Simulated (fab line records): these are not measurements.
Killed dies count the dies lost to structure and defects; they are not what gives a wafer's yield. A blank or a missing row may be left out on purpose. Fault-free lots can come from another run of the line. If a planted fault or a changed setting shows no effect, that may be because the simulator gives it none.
What tool caused it? | flow gf180mcu | 24 lots, 72 wafers sampled, at 6 steps of a route of 602

## WHAT THE GAUGES READ, wafer by wafer
GF_M2_THK_MEAS_06: measures by xrf. Usual: for M2_ALCU_THK the level is 452 nm and the standard deviation is 5.
lot  | measured     | on            | M2_ALCU_THK (nm) | flag
L074 | day 17 11:57 | film_metro-01 | 447 452 446      |
L075 | day 18 06:06 | film_metro-01 | 461 454 457      |
L076 | day 18 10:16 | film_metro-03 | 451 450 454      |
L077 | day 19 04:53 | film_metro-04 | 455 452 454      |
L078 | day 20 03:44 | film_metro-01 | 451 456 452      |
L079 | day 20 02:33 | film_metro-01 | 450 452 451      |
L080 | day 20 19:02 | film_metro-03 | 452 449 461      |
L081 | day 20 20:48 | film_metro-01 | 449 448 448      |
L082 | day 21 20:39 | film_metro-04 | 455 450 454      |
L083 | day 22 05:47 | film_metro-04 | 458 458 454      |
L084 | day 22 16:10 | film_metro-03 | 463 457 460      |
L085 | day 22 17:31 | film_metro-04 | 454 454 454      |
L086 | day 23 05:23 | film_metro-01 | 454 458 449      |
L087 | day 23 15:21 | film_metro-04 | 456 466 463      |
L088 | day 23 14:11 | film_metro-03 | 451 449 450      |
L089 | day 24 03:17 | film_metro-03 | 453 450 452      |
L090 | day 24 04:09 | film_metro-04 | 454 453 454      |
L091 | day 24 12:01 | film_metro-04 | 455 457 457      |
L092 | day 24 19:42 | film_metro-03 | 450 450 450      |
L093 | day 25 00:02 | film_metro-01 | 452 448 450      |
L094 | day 25 05:32 | film_metro-01 | 443 439 439      |
L095 | day 25 09:00 | film_metro-04 | 451 453 453      |
L096 | day 25 15:26 | film_metro-01 | 448 441 444      |
L097 | day 25 23:19 | film_metro-03 | 451 452 447      |

GF_M3_CD_MEAS_14: target cd 280 nm. Usual: cd_nm 280.4 nm, standard deviation 1.1.
lot  | measured     | on        | cd_nm (nm)        | flag
L074 | day 20 16:31 | cd_sem-02 | 281.3 281.9 282.2 |
L075 | day 21 11:05 | cd_sem-02 | 277.4 279.8 278.3 |
L076 | day 21 15:05 | cd_sem-01 | 280.0 281.5 280.9 |
L077 | day 22 07:58 | cd_sem-01 | 280.1 280.4 280.7 |
L078 | day 23 07:18 | cd_sem-01 | 281.1 280.7 281.9 |
L079 | day 23 05:45 | cd_sem-02 | 280.7 278.8 279.7 |
L080 | day 23 20:06 | cd_sem-01 | 279.1 280.5 279.7 |
L081 | day 23 22:06 | cd_sem-02 | 281.6 281.3 281.2 |
L082 | day 24 19:39 | cd_sem-02 | 280.1 281.8 281.0 |
L083 | day 25 02:58 | cd_sem-02 | 279.9 279.2 278.8 |
L084 | day 25 12:48 | cd_sem-01 | 277.2 278.2 279.6 |
L085 | day 25 14:05 | cd_sem-01 | 280.3 280.9 280.7 |
L086 | day 26 01:29 | cd_sem-02 | 279.3 280.7 280.8 |
L087 | day 26 11:31 | cd_sem-02 | 282.3 282.4 282.9 |
L088 | day 26 09:39 | cd_sem-02 | 279.8 280.0 278.2 |
L089 | day 26 22:08 | cd_sem-01 | 278.1 280.1 280.1 |
L090 | day 26 22:50 | cd_sem-02 | 279.1 279.6 280.1 |
L091 | day 27 06:07 | cd_sem-02 | 280.7 280.3 281.6 |
L092 | day 27 12:45 | cd_sem-02 | 281.7 280.7 281.7 |
L093 | day 27 16:52 | cd_sem-02 | 279.7 280.3 280.4 |
L094 | day 27 21:50 | cd_sem-02 | 280.4 282.1 280.7 |
L095 | day 28 01:12 | cd_sem-01 | 279.3 279.9 280.1 |
L096 | day 28 07:15 | cd_sem-02 | 281.8 281.3 280.8 |
L097 | day 28 14:45 | cd_sem-02 | 280.6 280.7 280.6 |

## WHICH TOOL RAN EACH LOT (tool, then ch and the chambers of the sampled wafers, then the start)
lot  | GF_STI_ETCH_14                  | GF_V1_CMP_04                  | GF_V2_ETCH_16                      | GF_V2_CMP_26
L074 | rie_si-01 ch 2,3, day 2 01:07   | cmp-01 ch 1,2, day 16 11:42   | rie_diel-02 ch 0,2,3, day 19 14:10 | cmp-02 ch 0,3, day 19 15:17
L075 | rie_si-02 ch 0,1,2, day 2 06:55 | cmp-02 ch 0,1,3, day 17 04:15 | rie_diel-02 ch 0,2,3, day 20 08:43 | cmp-02 ch 0,2,3, day 20 09:50
L076 | rie_si-02 ch 1,2, day 2 12:19   | cmp-02 ch 0,1,2, day 17 08:42 | rie_diel-04 ch 0,1, day 20 12:28   | cmp-01 ch 0,2, day 20 13:31
L077 | rie_si-02 ch 0,1,2, day 2 17:47 | cmp-01 ch 0,1, day 18 02:11   | rie_diel-01 ch 2,3, day 21 06:43   | cmp-01 ch 0,1,2, day 21 07:52
L078 | rie_si-01 ch 0,2,3, day 2 22:55 | cmp-02 ch 0,1,2, day 19 00:37 | rie_diel-04 ch 0,1,2, day 22 06:43 | cmp-01 ch 0,1,2, day 22 07:46
L079 | rie_si-02 ch 0,1,3, day 3 03:28 | cmp-02 ch 0,1,3, day 18 23:29 | rie_diel-02 ch 1,2,3, day 22 05:21 | cmp-02 ch 1,2,3, day 22 06:29
L080 | rie_si-01 ch 0,1,2, day 3 07:55 | cmp-01 ch 1,2, day 19 16:03   | rie_diel-01 ch 0,1,3, day 22 20:19 | cmp-01 ch 2,3, day 22 21:22
L081 | rie_si-01 ch 0,1,2, day 3 15:16 | cmp-01 ch 0,1,3, day 19 17:51 | rie_diel-02 ch 0,1,2, day 22 22:27 | cmp-02 ch 0,1,2, day 22 23:35
L082 | rie_si-01 ch 0,1,3, day 3 22:37 | cmp-02 ch 0,2,3, day 20 17:52 | rie_diel-04 ch 1,2, day 23 19:55   | cmp-01 ch 1,2,3, day 23 20:58
L083 | rie_si-01 ch 0,1,3, day 4 03:11 | cmp-02 ch 1,2,3, day 21 03:47 | rie_diel-04 ch 0,2, day 24 04:39   | cmp-02 ch 1,2,3, day 24 05:44
L084 | rie_si-02 ch 1,2,3, day 4 05:11 | cmp-01 ch 1,2, day 21 15:00   | rie_diel-02 ch 0,1, day 24 14:09   | cmp-02 ch 1,2,3, day 24 15:26
L085 | rie_si-02 ch 1,3, day 4 10:35   | cmp-02 ch 1,2,3, day 21 15:22 | rie_diel-04 ch 1,2, day 24 15:30   | cmp-01 ch 0,1, day 24 16:38
L086 | rie_si-01 ch 0,2, day 4 15:52   | cmp-02 ch 0,1,2, day 22 03:14 | rie_diel-04 ch 0,1, day 25 02:34   | cmp-02 ch 1,2,3, day 25 03:40
L087 | rie_si-02 ch 2,3, day 4 19:46   | cmp-02 ch 0,2,3, day 22 14:14 | rie_diel-02 ch 0,2, day 25 12:22   | cmp-02 ch 1,2,3, day 25 13:27
L088 | rie_si-01 ch 0,2,3, day 5 00:40 | cmp-02 ch 0,1,3, day 22 13:35 | rie_diel-04 ch 0,1,3, day 25 10:33 | cmp-01 ch 1,2,3, day 25 11:41
L089 | rie_si-01 ch 1,2,3, day 5 07:16 | cmp-02 ch 0,2,3, day 23 02:46 | rie_diel-04 ch 0,2,3, day 26 00:03 | cmp-02 ch 1,2,3, day 26 01:07
L090 | rie_si-01 ch 0,2, day 5 11:07   | cmp-01 ch 1,2,3, day 23 03:44 | rie_diel-02 ch 1,2,3, day 26 00:25 | cmp-01 ch 0,2,3, day 26 01:35
L091 | rie_si-02 ch 0,1,3, day 5 17:41 | cmp-01 ch 1,3, day 23 11:52   | rie_diel-01 ch 1,2, day 26 08:07   | cmp-01 ch 1,2,3, day 26 09:11
L092 | rie_si-01 ch 0,1,2, day 5 22:46 | cmp-01 ch 0,2,3, day 23 18:46 | rie_diel-02 ch 1,2,3, day 26 15:15 | cmp-02 ch 0,2,3, day 26 16:19
L093 | rie_si-02 ch 2,3, day 6 03:10   | cmp-01 ch 0,2,3, day 24 00:57 | rie_diel-04 ch 0,3, day 26 19:12   | cmp-01 ch 0,1,3, day 26 20:29
L094 | rie_si-02 ch 0,2,3, day 6 08:43 | cmp-01 ch 0,2,3, day 24 06:06 | rie_diel-04 ch 0,3, day 27 00:39   | cmp-01 ch 0,2,3, day 27 01:47
L095 | rie_si-01 ch 0,1,2, day 6 13:19 | cmp-01 ch 0,2,3, day 24 09:34 | rie_diel-04 ch 1,3, day 27 03:37   | cmp-01 ch 0,3, day 27 04:44
L096 | rie_si-02 ch 0,1,2, day 6 18:01 | cmp-01 ch 0,1,2, day 24 16:08 | rie_diel-01 ch 0,2,3, day 27 10:33 | cmp-02 ch 1,2,3, day 27 11:37
L097 | rie_si-02 ch 0,1,3, day 6 23:28 | cmp-02 ch 0,2,3, day 25 00:23 | rie_diel-02 ch 2,3, day 27 17:51   | cmp-01 ch 0,1,2, day 27 19:01
- GF_STI_ETCH_14: etches Si in HBr/Cl2/O2, target depth 360 nm, time 102.9 s.
- GF_V1_CMP_04: polishes SiO2.
- GF_V2_ETCH_16: etches BARC in N2/H2.
- GF_V2_CMP_26: polishes, stops on SiO2, t overpolish 15 s, target thk 0 nm.

## AS READ BY THE TOOLS THEMSELVES (means over the sampled wafers that have a number; for cases with no such wafer, the mark the record gives instead)
GF_STI_ETCH_14. Usual: drypump_motor_current_A 5.7 A, standard deviation 0.45; oes_product_au 1.004 a.u., standard deviation 0.013; throttle_valve_pct 25.654 %, standard deviation 0.013.
lot  | tool      | drypump_motor_current_A (A) | oes_product_au (a.u.) | throttle_valve_pct (%) | flag
L074 | rie_si-01 | 5.5                         | 1.015                 | 25.641                 |
L075 | rie_si-02 | 5.6                         | 0.998                 | 25.667                 |
L076 | rie_si-02 | 5.3                         | 0.998                 | 25.658                 |
L077 | rie_si-02 | 5.6                         | 0.993                 | 25.657                 |
L078 | rie_si-01 | 5.8                         | 1.016                 | 25.645                 |
L079 | rie_si-02 | 5.5                         | 0.996                 | 25.655                 |
L080 | rie_si-01 | 5.8                         | 1.005                 | 25.666                 |
L081 | rie_si-01 | 5.8                         | 1.005                 | 25.649                 |
L082 | rie_si-01 | 5.7                         | 0.995                 | 25.667                 |
L083 | rie_si-01 | 5.7                         | 0.991                 | 25.662                 |
L084 | rie_si-02 | 5.6                         | 1.006                 | 25.654                 |
L085 | rie_si-02 | 5.4                         | 1.008                 | 25.652                 |
L086 | rie_si-01 | 5.9                         | 1.024                 | 25.640                 |
L087 | rie_si-02 | 6.0                         | 1.005                 | 25.658                 |
L088 | rie_si-01 | 5.8                         | 1.004                 | 25.657                 |
L089 | rie_si-01 | 5.5                         | 1.003                 | 25.659                 |
L090 | rie_si-01 | 6.1                         | 1.006                 | 25.645                 |
L091 | rie_si-02 | 5.5                         | 1.005                 | 25.656                 |
L092 | rie_si-01 | 5.8                         | 1.016                 | 25.651                 |
L093 | rie_si-02 | 6.0                         | 1.017                 | 25.638                 |
L094 | rie_si-02 | 5.9                         | 1.005                 | 25.655                 |
L095 | rie_si-01 | 5.8                         | 1.011                 | 25.653                 |
L096 | rie_si-02 | 5.6                         | 0.998                 | 25.649                 |
L097 | rie_si-02 | 5.5                         | 0.992                 | 25.662                 |

GF_V1_CMP_04. Usual: motor_current_A 12.5 A, standard deviation 1.3; slurry_filter_dp_kPa 13.48 kPa, standard deviation 0.14; time_to_endpoint_s 80 s, standard deviation 5.2.
lot  | tool   | motor_current_A (A) | slurry_filter_dp_kPa (kPa) | time_to_endpoint_s (s) | flag
L074 | cmp-01 | 11.4                | 13.42                      | 81                     |
L075 | cmp-02 | 13.7                | 13.39                      | 78                     |
L076 | cmp-02 | 11.9                | 13.40                      | 83                     |
L077 | cmp-01 | 11.6                | 13.53                      | 78                     |
L078 | cmp-02 | 12.5                | 13.32                      | 81                     |
L079 | cmp-02 | 12.7                | 13.42                      | 74                     |
L080 | cmp-01 | 11.4                | 13.32                      | 83                     |
L081 | cmp-01 | 12.5                | 13.39                      | 86                     |
L082 | cmp-02 | 12.6                | 13.48                      | 77                     |
L083 | cmp-02 | 11.9                | 13.57                      | 82                     |
L084 | cmp-01 | 12.1                | 13.42                      | 84                     |
L085 | cmp-02 | 11.7                | 13.51                      | 79                     |
L086 | cmp-02 | 12.0                | 13.55                      | 73                     |
L087 | cmp-02 | 12.6                | 13.44                      | 75                     |
L088 | cmp-02 | 13.1                | 13.52                      | 74                     |
L089 | cmp-02 | 12.6                | 13.41                      | 79                     |
L090 | cmp-01 | 12.0                | 13.55                      | 76                     |
L091 | cmp-01 | 12.0                | 13.42                      | 74                     |
L092 | cmp-01 | 12.5                | 13.58                      | 78                     |
L093 | cmp-01 | 12.4                | 13.49                      | 84                     |
L094 | cmp-01 | 12.3                | 13.45                      | 85                     |
L095 | cmp-01 | 12.6                | 13.46                      | 82                     |
L096 | cmp-01 | 11.9                | 13.51                      | 82                     |
L097 | cmp-02 | 12.6                | 13.47                      | 80                     |

GF_V2_ETCH_16. Usual: drypump_motor_current_A 5.8 A, standard deviation 0.43; oes_product_au 0.854 a.u., standard deviation 0.0051; throttle_valve_pct 13.224 %, standard deviation 0.0092.
lot  | tool        | drypump_motor_current_A (A) | oes_product_au (a.u.) | throttle_valve_pct (%) | flag
L074 | rie_diel-02 | 5.3                         | 0.856                 | 13.224                 |
L075 | rie_diel-02 | 5.3                         | 0.856                 | 13.226                 |
L076 | rie_diel-04 | 5.9                         | 0.853                 | 13.232                 |
L077 | rie_diel-01 | 6.0                         | 0.854                 | 13.227                 |
L078 | rie_diel-04 | 5.8                         | 0.859                 | 13.222                 |
L079 | rie_diel-02 | 5.7                         | 0.853                 | 13.222                 |
L080 | rie_diel-01 | 6.2                         | 0.851                 | 13.225                 |
L081 | rie_diel-02 | 5.6                         | 0.854                 | 13.220                 |
L082 | rie_diel-04 | 5.6                         | 0.848                 | 13.225                 |
L083 | rie_diel-04 | 5.9                         | 0.857                 | 13.229                 |
L084 | rie_diel-02 | 5.8                         | 0.855                 | 13.224                 |
L085 | rie_diel-04 | 5.6                         | 0.856                 | 13.221                 |
L086 | rie_diel-04 | 5.8                         | 0.852                 | 13.228                 |
L087 | rie_diel-02 | 5.5                         | 0.852                 | 13.220                 |
L088 | rie_diel-04 | 6.0                         | 0.852                 | 13.224                 |
L089 | rie_diel-04 | 5.9                         | 0.851                 | 13.231                 |
L090 | rie_diel-02 | 5.7                         | 0.854                 | 13.226                 |
L091 | rie_diel-01 | 6.0                         | 0.856                 | 13.226                 |
L092 | rie_diel-02 | 5.7                         | 0.853                 | 13.226                 |
L093 | rie_diel-04 | 6.2                         | 0.852                 | 13.221                 |
L094 | rie_diel-04 | 6.1                         | 0.857                 | 13.225                 |
L095 | rie_diel-04 | 6.0                         | 0.857                 | 13.223                 |
L096 | rie_diel-01 | 5.9                         | 0.855                 | 13.221                 |
L097 | rie_diel-02 | 5.5                         | 0.857                 | 13.238                 |

GF_V2_CMP_26. Usual: motor_current_A 11.5 A, standard deviation 1.2; overpolish_run_s 14.999 s, standard deviation 0.0095; slurry_filter_dp_kPa 13.49 kPa, standard deviation 0.13; time_to_endpoint_s 84 s, standard deviation 3.4.
lot  | tool   | motor_current_A (A) | overpolish_run_s (s) | slurry_filter_dp_kPa (kPa) | time_to_endpoint_s (s) | flag
L074 | cmp-02 | 12.5                | 14.993               | 13.43                      | 89                     |
L075 | cmp-02 | 11.6                | 14.999               | 13.41                      | 82                     |
L076 | cmp-01 | 11.1                | 15.001               | 13.57                      | 87                     |
L077 | cmp-01 | 11.0                | 14.998               | 13.38                      | 87                     |
L078 | cmp-01 | 10.7                | 14.997               | 13.50                      | 86                     |
L079 | cmp-02 | 11.2                | 14.992               | 13.51                      | 84                     |
L080 | cmp-01 | 11.5                | 15.009               | 13.47                      | 86                     |
L081 | cmp-02 | 10.7                | 14.999               | 13.56                      | 83                     |
L082 | cmp-01 | 11.9                | 14.990               | 13.57                      | 81                     |
L083 | cmp-02 | 11.2                | 14.993               | 13.58                      | 77                     |
L084 | cmp-02 | 11.0                | 14.995               | 13.55                      | 80                     |
L085 | cmp-01 | 11.0                | 14.989               | 13.50                      | 87                     |
L086 | cmp-02 | 11.2                | 14.995               | 13.50                      | 83                     |
L087 | cmp-02 | 11.1                | 15.003               | 13.47                      | 83                     |
L088 | cmp-01 | 11.2                | 14.995               | 13.50                      | 81                     |
L089 | cmp-02 | 10.9                | 14.996               | 13.44                      | 82                     |
L090 | cmp-01 | 11.8                | 14.995               | 13.50                      | 85                     |
L091 | cmp-01 | 11.5                | 14.998               | 13.60                      | 84                     |
L092 | cmp-02 | 11.4                | 15.004               | 13.64                      | 87                     |
L093 | cmp-01 | 11.8                | 15.009               | 13.49                      | 87                     |
L094 | cmp-01 | 11.4                | 14.991               | 13.50                      | 86                     |
L095 | cmp-01 | 12.1                | 15.012               | 13.41                      | 85                     |
L096 | cmp-02 | 10.9                | 14.994               | 13.52                      | 85                     |
L097 | cmp-01 | 10.9                | 14.997               | 13.49                      | 86                     |

## THE ANSWER, worked out from the rows above alone
Rule: lot off if the mean of its wafers having a number is beyond 3 standard deviations from the usual mean. A lot without any number at a reading at which 4 lots or more have one is off too. Any other lot the step has rows for is counted as sound. Order of review: gauges by route order, followed by the tools' own readings, for which a lot's mean as printed above is used. The first step at which some lot is off is used, and at that step the reading that is off furthest; a lot without a number counts as furthest.
Nothing can be told from this: no lot is off at any reading shown.

## WHAT WAS PUT IN BY THE SIMULATOR
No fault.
